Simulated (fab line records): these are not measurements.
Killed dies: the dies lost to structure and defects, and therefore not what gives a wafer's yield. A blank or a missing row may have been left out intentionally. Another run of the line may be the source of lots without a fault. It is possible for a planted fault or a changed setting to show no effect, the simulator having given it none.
Problem report, 8D (eight disciplines) form, completed by code || flow gf180mcu || the parts of the form that need people (team, actions taken, sign-off) are left out

## 1. THE PROBLEM
At GF_V3_CVD_23, chamberPressureTorr averages 41.28 Torr over 6 wafers from 2 lots, while fault-free wafers read 40.01 Torr, standard deviation 0.079. That puts it +16 standard deviations away from the usual mean.
The step: deposits W, target thk 350 nm, time 104.9 s.
First seen on wafer L389.2, day 27 12:18, on cvdW-01. The record has a number at this step for 33 wafers belonging to 11 lots. By rule, "out" or "out of limits" means more than 4 standard deviations away from the usual mean. The other wafers with a number count as sound.

## 2. WHAT IT IS, WHAT IT ISN'T
{"question": "which readings at this step", "is": "chamberPressureTorr", "is not": "heaterPowerW"}
{"question": "which lots", "is": "L389, L390", "is not": "L375, L376, L377, L379, L380, L382, L392, L394, L396"}
{"question": "which wafers of those lots", "is": "all that have a number", "is not": "-"}
{"question": "read on which tools", "is": "cvdW-01", "is not": "cvdW-02"}
{"question": "when", "is": "from day 27 12:18", "is not": "up to then (18 sound wafers); but 9 sound wafers of L392, L394, L396 came after"}

## 3. WHAT RULES OUT EACH SUSPECT
Counting: a tool at any process step up to the reading remains a suspect when it ran all the lots that are out and ran no sound lot after the first of those.
- cvdW-01 at GF_V3_CVD_23 (deposits W, target thk 350 nm, time 104.9 s): kept. Every lot that is out went through it, starting with L389 (day 27 12:18), and after that it ran no sound lot; the last sound lot it ran before then is L379 (day 24 02:17). Its own chamberPressureTorr readings are out on those wafers.
Left after counting: cvdW-01 at GF_V3_CVD_23.

## 4. THE CAUSE (what the simulator had put in)
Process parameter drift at GF_V3_CVD_23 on cvdW-01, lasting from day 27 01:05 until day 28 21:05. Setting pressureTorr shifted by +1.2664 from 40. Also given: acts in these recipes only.
This tool alone remained once counting was done.

## 5. THE EFFECT CHAIN, in route order
One row per reading whose mean, taken over the struck wafers that have a number, lies over 3 standard deviations from the usual. Only readings for which the record gives a usual standard deviation are gone through. hours: the time from each lot's start at the first step in this table that gives one to its start at this step, as a median over the lots. sigmas: the change in usual standard deviations.
{"hours": 0, "step": "GF_V3_CVD_23", "reading": "chamberPressureTorr", "usual": "40.01 Torr", "on struck wafers": 41.28, "change": "+1.27", "sigmas": "+16"}
Here are the process steps it includes:
- GF_V3_CVD_23: deposits W, target thk 350 nm, time 104.9 s.

## 6. HOW IT WOULD HAVE BEEN CAUGHT EARLIER
In this record no reading fell out of limits until day 27 12:18, 11 hours after the fault had begun at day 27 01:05.
